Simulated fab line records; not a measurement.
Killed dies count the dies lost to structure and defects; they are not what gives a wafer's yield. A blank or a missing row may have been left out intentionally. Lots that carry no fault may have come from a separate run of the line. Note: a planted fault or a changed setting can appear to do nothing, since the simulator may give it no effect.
Which of the tools did it? | flow sky130 | 12 lots, 36 wafers sampled, at 5 steps of a route of 708

WHAT THE GAUGES READ, wafer by wafer
No reading from a measuring or inspecting step in the record can be judged against a usual standard deviation.

WHAT TOOL EACH LOT RAN ON (gives the tool, then ch and the chambers of the sampled wafers, and finally the start)
lot  | SKY_FIELD_ISO_ETCH_15             | SKY_DNWELL_DEHYDRATE_00          | SKY_PWDE_STRIP_09                   | SKY_NWELL_RTA_28                 | SKY_PAD_OPEN_PROBE_99
L359 | rie_diel-01 ch 0,3, day 2 04:08   | litho_track-01 ch 0, day 2 20:50 | plasma_asher-01 ch 0,1, day 3 21:37 | rtp_anneal-02 ch 0, day 5 08:01  | -
L362 | rie_diel-02 ch 0,1, day 2 23:40   | litho_track-01 ch 0, day 3 14:56 | plasma_asher-01 ch 0,1, day 4 16:18 | rtp_anneal-02 ch 0, day 6 05:27  | -
L363 | rie_diel-04 ch 0,1,3, day 3 01:22 | litho_track-03 ch 0, day 3 16:05 | plasma_asher-01 ch 0, day 4 17:19   | rtp_anneal-02 ch 0, day 6 07:02  | -
L364 | rie_diel-01 ch 1,2, day 3 06:58   | litho_track-02 ch 0, day 3 22:20 | plasma_asher-02 ch 0,1, day 5 01:13 | rtp_anneal-01 ch 0, day 6 14:58  | -
L366 | rie_diel-04 ch 0,2,3, day 3 18:20 | litho_track-01 ch 0, day 4 09:32 | plasma_asher-03 ch 0,1, day 5 12:04 | rtp_anneal-01 ch 0, day 7 02:34  | prober-01, day 47 11:53
L367 | rie_diel-01 ch 1,2, day 3 22:37   | litho_track-01 ch 0, day 4 11:26 | plasma_asher-03 ch 0,1, day 5 14:19 | rtp_anneal-02 ch 0, day 7 03:53  | -
L371 | rie_diel-02 ch 1,2,3, day 4 18:40 | litho_track-01 ch 0, day 5 09:35 | plasma_asher-01 ch 0,1, day 6 14:49 | rtp_anneal-02 ch 0, day 8 07:34  | -
L378 | rie_diel-04 ch 1,3, day 6 07:22   | litho_track-02 ch 0, day 7 01:38 | plasma_asher-03 ch 0,1, day 8 08:49 | rtp_anneal-01 ch 0, day 10 04:56 | -
L379 | rie_diel-02 ch 0,2, day 6 12:23   | litho_track-03 ch 0, day 7 08:04 | plasma_asher-03 ch 1, day 8 15:19   | rtp_anneal-01 ch 0, day 10 12:01 | -
L380 | rie_diel-04 ch 2,3, day 7 00:23   | litho_track-02 ch 0, day 7 17:11 | plasma_asher-02 ch 0,1, day 9 01:12 | rtp_anneal-02 ch 0, day 10 22:30 | -
L381 | rie_diel-01 ch 1,2,3, day 7 01:38 | litho_track-02 ch 0, day 7 18:52 | plasma_asher-03 ch 1, day 9 02:58   | rtp_anneal-01 ch 0, day 11 00:11 | -
L382 | rie_diel-04 ch 0,2,3, day 7 06:14 | litho_track-01 ch 0, day 7 22:33 | plasma_asher-01 ch 0,1, day 9 07:47 | rtp_anneal-02 ch 0, day 11 06:13 | -
- SKY_FIELD_ISO_ETCH_15: etches the open film in CHF3/O2, stops on Si, target depth 180 nm, time 72 s.
- SKY_DNWELL_DEHYDRATE_00: time 60 s.
- SKY_PWDE_STRIP_09: strips in O2/N2.
- SKY_NWELL_RTA_28: time 30 s.
- SKY_PAD_OPEN_PROBE_99

AS READ BY THE TOOLS THEMSELVES (means over the sampled wafers that have a number; for cases with no such wafer, the mark the record gives instead)
SKY_FIELD_ISO_ETCH_15. Usual: O2_flow_sccm 4.999 sccm, standard deviation 0.016; drypump_motor_current_A 5.7 A, standard deviation 0.34; oes_product_au 0.944 a.u., standard deviation 0.0059; throttle_valve_pct 8.843 %, standard deviation 0.0089.
lot  | tool        | O2_flow_sccm (sccm) | drypump_motor_current_A (A) | oes_product_au (a.u.) | throttle_valve_pct (%) | flag
L359 | rie_diel-01 | 4.991               | 5.4                         | 0.939                 | 8.839                  |
L362 | rie_diel-02 | 5.003               | 5.7                         | 0.942                 | 8.842                  |
L363 | rie_diel-04 | 4.981               | 5.5                         | 0.946                 | 8.847                  |
L364 | rie_diel-01 | 5.012               | 5.8                         | 0.939                 | 8.824                  |
L366 | rie_diel-04 | 5.000               | 5.9                         | 0.943                 | 8.846                  |
L367 | rie_diel-01 | 5.025               | 5.8                         | 0.948                 | 8.842                  |
L371 | rie_diel-02 | 4.999               | 5.6                         | 0.946                 | 8.844                  |
L378 | rie_diel-04 | 5.011               | 5.4                         | 0.942                 | 8.841                  |
L379 | rie_diel-02 | 4.991               | 5.4                         | 0.940                 | 8.847                  |
L380 | rie_diel-04 | 4.987               | 6.2                         | 0.939                 | 8.849                  |
L381 | rie_diel-01 | 5.000               | 5.6                         | 0.953                 | 8.844                  |
L382 | rie_diel-04 | 4.999               | 5.9                         | 0.950                 | 8.845                  |

SKY_DNWELL_DEHYDRATE_00. Usual: heater_power_total_W 160.39 W, standard deviation 0.13; plate_temp_C 199.95 C, standard deviation 0.14; run_length_s 89.28 s, standard deviation 0.16.
lot  | tool           | heater_power_total_W (W) | plate_temp_C (C) | run_length_s (s) | flag
L359 | litho_track-01 | 160.35                   | 200.03           | 89.33            |
L362 | litho_track-01 | 160.42                   | 199.93           | 89.24            |
L363 | litho_track-03 | 160.32                   | 199.85           | 89.45            |
L364 | litho_track-02 | 160.55                   | 199.88           | 89.08            |
L366 | litho_track-01 | 160.32                   | 199.83           | 89.27            |
L367 | litho_track-01 | 164.71                   | 199.84           | 85.07            | OFF
L371 | litho_track-01 | 164.61                   | 200.05           | 85.14            | OFF
L378 | litho_track-02 | 160.28                   | 199.98           | 89.01            |
L379 | litho_track-03 | 160.46                   | 200.04           | 89.37            |
L380 | litho_track-02 | 160.43                   | 200.15           | 89.12            |
L381 | litho_track-02 | 160.43                   | 199.97           | 89.17            |
L382 | litho_track-01 | 160.44                   | 199.85           | 89.48            |

SKY_PWDE_STRIP_09. Usual: drypump_motor_current_A 5.4 A, standard deviation 0.44; oes_product_au 0.723 a.u., standard deviation 0.0048; strip_time_to_endpoint_s 36.93 s, standard deviation 0.091.
lot  | tool            | drypump_motor_current_A (A) | oes_product_au (a.u.) | strip_time_to_endpoint_s (s) | flag
L359 | plasma_asher-01 | 5.7                         | 0.723                 | 36.95                        |
L362 | plasma_asher-01 | 5.6                         | 0.722                 | 37.01                        |
L363 | plasma_asher-01 | 5.5                         | 0.725                 | 36.87                        |
L364 | plasma_asher-02 | 5.6                         | 0.724                 | 36.80                        |
L366 | plasma_asher-03 | 5.0                         | 0.719                 | 37.02                        |
L367 | plasma_asher-03 | 5.0                         | 0.720                 | 36.89                        |
L371 | plasma_asher-01 | 5.7                         | 0.720                 | 36.84                        |
L378 | plasma_asher-03 | 5.1                         | 0.724                 | 37.00                        |
L379 | plasma_asher-03 | 5.1                         | 0.720                 | 36.95                        |
L380 | plasma_asher-02 | 5.6                         | 0.729                 | 37.02                        |
L381 | plasma_asher-03 | 5.1                         | 0.719                 | 36.84                        |
L382 | plasma_asher-01 | 5.7                         | 0.725                 | 36.91                        |

SKY_NWELL_RTA_28. Usual: lamp_power_pct 25.29 %, standard deviation 0.055; wafer_temp_C_max 1054.8, standard deviation 0.86.
lot  | tool          | lamp_power_pct (%) | wafer_temp_C_max | flag
L359 | rtp_anneal-02 | 25.31              | 1053.6           |
L362 | rtp_anneal-02 | 25.35              | 1055.3           |
L363 | rtp_anneal-02 | 25.29              | 1054.6           |
L364 | rtp_anneal-01 | 25.25              | 1054.3           |
L366 | rtp_anneal-01 | 25.26              | 1055.5           |
L367 | rtp_anneal-02 | 25.31              | 1055.0           |
L371 | rtp_anneal-02 | 25.27              | 1054.9           |
L378 | rtp_anneal-01 | 25.29              | 1054.8           |
L379 | rtp_anneal-01 | 25.32              | 1054.3           |
L380 | rtp_anneal-02 | 25.32              | 1054.3           |
L381 | rtp_anneal-01 | 25.25              | 1055.5           |
L382 | rtp_anneal-02 | 25.24              | 1054.4           |

SKY_PAD_OPEN_PROBE_99. Usual: killed_at_M0_to_M3 44, standard deviation 7.5; killed_at_M4_up 3.2, standard deviation 1.9; killed_at_contacts 23, standard deviation 4.7; killed_at_front_end 15, standard deviation 4.7; killed_at_other 0.4, standard deviation 0.66; killed_dies 87, standard deviation 9.3; killed_open 47, standard deviation 7.2; killed_short 39, standard deviation 6.5.
lot  | tool      | killed_at_M0_to_M3 | killed_at_M4_up | killed_at_contacts | killed_at_front_end | killed_at_other | killed_dies | killed_open | killed_short | flag
L366 | prober-01 | 40                 | 3.0             | 22                 | 16                  | 0.0             | 81          | 52          | 29           |

THE ANSWER, worked out from the rows above alone
Rule: a lot counts as off when the mean over its wafers that have a number is more than 3 standard deviations away from the usual mean. A lot without any number at a reading at which 4 lots or more have one is off too. Any other lot the step has rows for is counted as sound. First the gauges in route order, then the tools' own readings, where a lot's mean is used as printed above. The first step at which some lot is off is used, and at that step the reading that is off furthest; a lot without a number counts as furthest.
Off at SKY_DNWELL_DEHYDRATE_00 (heater_power_total_W): L367, L371.
If a tool, at that step or one of the process steps before it, ran each lot that is off and ran no sound lot following the first of them, it fits. Not one of the candidates tried fits.

WHAT WAS PUT IN BY THE SIMULATOR
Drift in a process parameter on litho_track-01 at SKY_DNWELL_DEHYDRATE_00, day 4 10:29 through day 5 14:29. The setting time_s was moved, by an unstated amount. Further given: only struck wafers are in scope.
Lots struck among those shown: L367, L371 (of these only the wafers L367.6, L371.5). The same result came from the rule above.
